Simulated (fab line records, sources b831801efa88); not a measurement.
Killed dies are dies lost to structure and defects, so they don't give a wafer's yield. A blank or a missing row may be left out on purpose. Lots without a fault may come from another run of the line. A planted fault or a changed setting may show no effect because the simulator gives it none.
One fault seen from 2 desks | flow gf180mcu | each desk has only its own numbers; what lay behind them comes last

THE METROLOGY DESK
What the gauges read, lot by lot, whatever tool the lot ran on: means of the sampled wafers that have a number. A lot is out of limits, marked OUT, if its mean lies more than 4 standard deviations from the usual mean; the brackets give that distance.
Columns: A = cd_nm at GF_STI_CD_MEAS_12, usual 220.0 nm; B = MVSD_OVL at GF_MVSD_OVL_MEAS_07, usual -1.4 nm
lot  | first seen here | A     | B
L906 | day 2 02:34     | 219.8 | -2.3
L907 | day 2 06:01     | 220.8 | 0.1
L909 | day 2 17:58     | 220.5 | -1.7
L910 | day 2 21:27     | 219.0 | -0.2
L911 | day 3 03:08     | 219.2 | -2.3
L912 | day 3 08:26     | 218.9 | -0.8
L913 | day 3 12:54     | 220.6 | -1.2
L922 | day 5 11:12     | 221.3 | 156.3 (+99) OUT
L923 | day 5 17:55     | 220.4 | 156.9 (+99) OUT
L925 | day 6 02:41     | 218.6 | -1.7
L926 | day 6 07:28     | 219.1 | -1.5
L927 | day 6 13:46     | 220.0 | -2.5
This desk's finding: out of limits on L922, L923; first on L922, day 8 07:59 (MVSD_OVL at GF_MVSD_OVL_MEAS_07). In limits: L906, L907, L909, L910, L911, L912, L913, L925, L926, L927.

THE TOOL OWNER'S DESK: iline_stepper-02
The tool's own readings at GF_MVSD_EXPOSE_04 (exposes mask MVSD, target cd 1000 nm): means of the sampled wafers that have a number, for each lot that ran on this tool. A lot is out of limits, marked OUT, if its mean lies more than 4 standard deviations from the usual mean; the brackets give that distance.
Columns: A = exposure_dose_mJ_cm2 at GF_MVSD_EXPOSE_04, usual 260.00; B = stage_vel_mm_s at GF_MVSD_EXPOSE_04, usual 499.95 mm/s
lot  | first seen here | A      | B
L906 | day 4 04:32     | 259.79 | 499.75
L907 | day 4 08:56     | 259.90 | 500.18
L909 | day 4 20:08     | 259.72 | 499.87
L910 | day 5 00:33     | 259.88 | 499.85
L911 | day 5 08:53     | 260.13 | 499.90
L912 | day 5 12:34     | 260.10 | 500.27
L913 | day 5 17:00     | 259.91 | 499.79
L922 | day 7 23:42     | 260.02 | 499.88
L923 | day 8 07:38     | 259.65 | 499.97
This desk's finding: nothing out of limits on any of the 9 lots.

PUT TOGETHER
The metrology desk could have raised an alarm at day 8 07:59, on L922, L923.
The tool owner's desk saw nothing out of limits.
The tool owner's desk has L922, L923 on record, within its limits.
Of the lots named, all ran GF_MVSD_EXPOSE_04 on iline_stepper-02.

WHAT THE SIMULATOR HAD PUT IN
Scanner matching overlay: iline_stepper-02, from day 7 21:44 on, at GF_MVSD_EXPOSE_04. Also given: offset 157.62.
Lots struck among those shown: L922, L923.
Hours from the fault's start to each desk's first reading out of limits: the metrology desk, 10.
